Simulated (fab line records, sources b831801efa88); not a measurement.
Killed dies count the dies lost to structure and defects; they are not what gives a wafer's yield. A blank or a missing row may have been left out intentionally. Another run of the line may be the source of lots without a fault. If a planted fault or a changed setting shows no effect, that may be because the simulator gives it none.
Which tool is to blame? | flow gf180mcu | Sampling: 12 lots, 36 wafers, 6 of 602 route steps

== WHAT THE GAUGES SHOWED, per wafer ==
GF_NWELL_OVL_MEAS_07.
lot  | measured    | on         | NWELL_OVL (nm)
L959 | day 3 07:01 | overlay-02 | -0.8 0.1 -0.9
L960 | day 3 11:04 | overlay-01 | 0.1 0.4 0.7
L966 | day 4 19:43 | overlay-01 | 0.0 -0.6 0.2
L969 | day 5 13:13 | overlay-02 | -2.7 -2.7 -1.8
L971 | day 6 02:34 | overlay-02 | 0.9 1.4 1.3
L974 | day 6 16:56 | overlay-01 | 0.7 -0.5 -1.4
L975 | day 6 21:28 | overlay-02 | 0.3 1.5 1.1
L977 | day 7 10:31 | overlay-01 | -0.5 -1.7 0.2
L979 | day 7 19:53 | overlay-01 | 0.0 -0.3 -2.4
L980 | day 8 01:46 | overlay-01 | 0.5 0.5 -0.1
L981 | day 8 07:51 | overlay-01 | 1.6 0.8 1.6
L982 | day 8 13:49 | overlay-01 | 0.0 0.1 -0.7

GF_VT_IMPLANT_OVL_MEAS_29.
lot  | measured     | on         | VT_IMPLANT_02_OVL (nm)
L959 | day 6 19:48  | overlay-01 | 1.6 0.7 1.4
L960 | day 7 01:25  | overlay-02 | 0.7 0.5 3.0
L966 | day 8 17:07  | overlay-02 | - -1.0 2.2
L969 | day 9 14:09  | overlay-01 | -2.1 - -
L971 | day 10 06:04 | overlay-01 | -1.4 -2.3 -1.8
L974 | day 10 22:25 | overlay-02 | -0.9 -0.8 -0.7
L975 | day 11 04:43 | overlay-02 | 0.5 0.6 -0.8
L977 | day 11 19:45 | overlay-01 | -0.2 -0.2 -0.1
L979 | day 12 07:19 | overlay-02 | -0.5 0.2 -0.8
L980 | day 12 12:55 | overlay-02 | -1.5 -2.2 -2.5
L981 | day 12 19:02 | overlay-02 | -1.4 -1.3 -1.9
L982 | day 13 02:25 | overlay-02 | -2.4 -0.9 0.5

GF_VT_IMPLANT_TW_MEAS_32.
lot  | measured     | on            | VT_IMPLANT_3_TW
L959 | day 6 20:05  | film metro-01 | 260.9 262.6 262.6
L960 | day 7 01:43  | film metro-01 | 262.9 264.3 263.8
L966 | day 8 17:28  | film metro-04 | 29.7 265.8 264.3
L969 | day 9 14:26  | film metro-04 | 266.7 29.7 29.5
L971 | day 10 06:22 | film metro-01 | 265.4 264.3 266.5
L974 | day 10 22:43 | film metro-01 | 264.1 265.4 264.7
L975 | day 11 05:01 | film metro-01 | 263.9 266.5 264.1
L977 | day 11 20:05 | film metro-04 | 262.9 263.0 264.2
L979 | day 12 07:37 | film metro-01 | 265.8 265.7 265.6
L980 | day 12 13:12 | film metro-04 | 263.3 262.3 263.7
L981 | day 12 19:20 | film metro-03 | 268.0 269.7 267.2
L982 | day 13 02:43 | film metro-03 | 263.6 265.7 263.7

== TOOL THAT RAN EACH LOT (tool first, then ch and the chambers of the sampled wafers, then the start) ==
lot  | GF_MVPSD_STRIP_10                    | GF_VT_IMPLANT_STRIP_20               | GF_VT_IMPLANT_DEVELOP_28
L959 | plasma asher-02 ch 0,1, day 4 23:29  | plasma asher-02 ch 0,1, day 6 04:04  | litho track-02 ch 0, day 6 19:39
L960 | plasma asher-01 ch 0,1, day 5 05:02  | plasma asher-02 ch 0,1, day 6 10:16  | litho track-02 ch 0, day 7 01:20
L966 | plasma asher-04 ch 0,1, day 6 16:38  | plasma asher-02 ch 0,1, day 8 00:31  | litho track-02 ch 0, day 8 17:02
L969 | plasma asher-04 ch 0,1, day 7 11:31  | plasma asher-03 ch 0,1, day 8 20:47  | litho track-02 ch 0, day 9 14:00
L971 | plasma asher-01 ch 0,1, day 8 02:52  | plasma asher-04 ch 0,1, day 9 12:59  | litho track-01 ch 0, day 10 05:58
L974 | plasma asher-04 ch 0,1, day 8 18:08  | plasma asher-03 ch 0,1, day 10 04:17 | litho track-04 ch 0, day 10 22:16
L975 | plasma asher-04 ch 0,1, day 8 23:35  | plasma asher-04 ch 0,1, day 10 10:23 | litho track-04 ch 0, day 11 04:34
L977 | plasma asher-04 ch 0, day 9 13:28    | plasma asher-04 ch 0,1, day 11 01:02 | litho track-01 ch 0, day 11 19:37
L979 | plasma asher-04 ch 0, day 10 01:02   | plasma asher-03 ch 0, day 11 13:29   | litho track-04 ch 0, day 12 07:10
L980 | plasma asher-01 ch 0,1, day 10 06:02 | plasma asher-03 ch 0,1, day 11 18:25 | litho track-02 ch 0, day 12 12:47
L981 | plasma asher-02 ch 0,1, day 10 12:08 | plasma asher-02 ch 0,1, day 12 01:16 | litho track-04 ch 0, day 12 18:55
L982 | plasma asher-01 ch 0,1, day 10 19:41 | plasma asher-04 ch 0,1, day 12 08:31 | litho track-04 ch 0, day 13 02:16
- GF_MVPSD_STRIP_10: strips in O2/N2.
- GF_VT_IMPLANT_STRIP_20: strips in O2/N2.
- GF_VT_IMPLANT_DEVELOP_28: develop time 60 s.

== WHAT THE TOOLS THEMSELVES READ (means of the sampled wafers that have a number; where no wafer has one, the mark that the record gives instead) ==
GF_MVPSD_STRIP_10.
lot  | tool            | drypump motor current A (A) | heater power w (W) | oes product au (a.u.) | strip time to endpoint s (s)
L959 | plasma asher-02 | 5.8                         | 373                | 0.719                 | 36.98
L960 | plasma asher-01 | 5.6                         | 299                | 0.727                 | 36.87
L966 | plasma asher-04 | 5.4                         | 302                | 0.723                 | 37.09
L969 | plasma asher-04 | 5.8                         | 314                | 0.724                 | 36.91
L971 | plasma asher-01 | 5.6                         | 298                | 0.722                 | 36.92
L974 | plasma asher-04 | 5.9                         | 310                | 0.722                 | 37.16
L975 | plasma asher-04 | 5.9                         | 309                | 0.723                 | 36.95
L977 | plasma asher-04 | 4.8                         | 288                | 0.722                 | 37.07
L979 | plasma asher-04 | 4.9                         | 288                | 0.720                 | 36.86
L980 | plasma asher-01 | 5.6                         | 303                | 0.718                 | 36.99
L981 | plasma asher-02 | 6.1                         | 374                | 0.726                 | 37.01
L982 | plasma asher-01 | 5.7                         | 299                | 0.721                 | 37.01

GF_VT_IMPLANT_STRIP_20.
lot  | tool            | drypump motor current A (A) | heater power w (W) | oes product au (a.u.) | strip time to endpoint s (s)
L959 | plasma asher-02 | 5.8                         | 368                | 0.719                 | 12.67
L960 | plasma asher-02 | 5.8                         | 371                | 0.715                 | 12.62
L966 | plasma asher-02 | 6.1                         | 365                | 0.715                 | 12.64
L969 | plasma asher-03 | 5.8                         | 358                | 0.717                 | 12.66
L971 | plasma asher-04 | 5.4                         | 299                | 0.720                 | 12.63
L974 | plasma asher-03 | 5.8                         | 358                | 0.712                 | 12.63
L975 | plasma asher-04 | 5.4                         | 302                | 0.718                 | 12.67
L977 | plasma asher-04 | 5.4                         | 298                | 0.719                 | 12.67
L979 | plasma asher-03 | 5.6                         | 378                | 0.714                 | 12.66
L980 | plasma asher-03 | 5.8                         | 356                | 0.719                 | 12.71
L981 | plasma asher-02 | 6.1                         | 373                | 0.719                 | 12.63
L982 | plasma asher-04 | 5.4                         | 298                | 0.719                 | 12.61

== THE ANSWER, worked out from the rows above alone ==
Rule: the lots themselves supply what counts as usual. The widest of any qualifying gaps counts: lots, ordered by their means at a reading, are off when they make up no more than a third of the lots, leave a main group of 4 or more, and stand apart from it by 3 or more times the standard deviation of that group's means. If all means in a main group match to the digits the tables above print for the reading, that group is not used. A lot without any number at a reading at which 4 lots or more have one is off too. All remaining lots with rows at the step are treated as sound. First the gauges in route order, then the tools' own readings, where a lot's mean is used as printed above. The first step at which some lot is off is used, and at that step the reading that is off furthest; a lot without a number counts as furthest.
Off: L966, L969, seen at GF_VT_IMPLANT_TW_MEAS_32 (VT_IMPLANT_3_TW). For the main group the mean is 264.5 and the standard deviation 1.6.
A tool fits if, at a process step before that reading, it ran every lot that is off, and no sound lot after the first of them. Those tools and the gauges at GF_VT_IMPLANT_TW_MEAS_32 are tried in the same way. No candidate that was tried fits.

== WHAT HAD BEEN PUT IN BY THE SIMULATOR ==
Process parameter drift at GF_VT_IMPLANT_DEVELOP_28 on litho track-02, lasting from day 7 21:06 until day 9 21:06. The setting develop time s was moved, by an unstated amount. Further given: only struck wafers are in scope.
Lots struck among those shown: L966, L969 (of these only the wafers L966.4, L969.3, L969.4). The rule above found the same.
